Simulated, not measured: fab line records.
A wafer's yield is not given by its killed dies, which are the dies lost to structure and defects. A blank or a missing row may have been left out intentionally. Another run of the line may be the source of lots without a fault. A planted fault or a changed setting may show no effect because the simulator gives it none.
Problem report in the 8D (eight disciplines) form, filled by code || flow sky130 || the parts of the form that need people (team, actions taken, sign-off) are left out

== 1. THE PROBLEM ==
Mean of spin_speed_rpm at SKY_CAPM_COAT_07: 3273.5 rpm across 6 wafers in 2 lots; on wafers with no fault it is 3000.0 rpm (standard deviation 1.7). So: +99 or more standard deviations from the usual mean.
The step: resist thk 1140 nm.
First seen on wafer L822.1, day 41 15:34, on litho_track-01. The record has a number at this step for 33 wafers belonging to 11 lots. Rule for "out", or "out of limits": more than 4 standard deviations from the usual mean. All remaining wafers that have a number are taken as sound.

== 2. WHAT IT IS, AND WHAT IT ISN'T ==
{"question": "which readings at this step", "is": "spin_speed_rpm", "is not": "-"}
{"question": "which lots", "is": "L822, L824", "is not": "L811, L812, L813, L814, L815, L816, L817, L818, L832"}
{"question": "which wafers of those lots", "is": "all that have a number", "is not": "-"}
{"question": "read on which tools", "is": "litho_track-01", "is not": "litho_track-03, litho_track-04"}
{"question": "when", "is": "from day 41 15:34", "is not": "up to then (24 sound wafers); but 3 sound wafers of L832 came after"}

== 3. WHAT RULES OUT EACH SUSPECT ==
Counting: a tool at any process step up to the reading remains a suspect when it ran all the lots that are out and ran no sound lot after the first of those.
- litho_track-01 at SKY_CAPM_COAT_07 (resist thk 1140 nm): kept. All lots that are out passed through it, beginning with L822 at day 41 15:34, and no sound lot followed; its final sound lot before that point was L818 at day 40 05:09. Its own spin_speed_rpm readings are out on those wafers.
Left after counting: litho_track-01 at SKY_CAPM_COAT_07.

== 4. THE CAUSE (what the simulator had put in) ==
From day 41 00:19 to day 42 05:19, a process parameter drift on litho_track-01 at SKY_CAPM_COAT_07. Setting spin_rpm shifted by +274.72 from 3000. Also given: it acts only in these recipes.
Counting left only this tool.

== 5. THE CHAIN OF EFFECTS, in route order ==
Each row: a reading where the mean over the struck wafers with a number is more than 3 standard deviations away from the usual. Scope: only readings with a usual standard deviation given in the record; hours: median across lots of the time from each lot's start at the first step in this table that gives one to its start at this step; sigmas: change in usual standard deviations.
{"hours": 0, "step": "SKY_CAPM_COAT_07", "reading": "spin_speed_rpm", "usual": "3000.0 rpm", "on struck wafers": 3273.5, "change": "+273.5", "sigmas": "+99 or more"}
{"hours": 12, "step": "SKY_CAPM_STRIP_14", "reading": "strip_time_to_endpoint_s", "usual": "12.65 s", "on struck wafers": 12.10, "change": -0.55, "sigmas": -11}
Its process steps:
- SKY_CAPM_COAT_07: resist thk 1140 nm.
- SKY_CAPM_STRIP_14: strips in O2/N2.

== 6. WHAT WOULD HAVE CAUGHT IT SOONER ==
First out-of-limits reading in this record: day 41 15:34, which is 15 hours after fault onset at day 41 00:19.
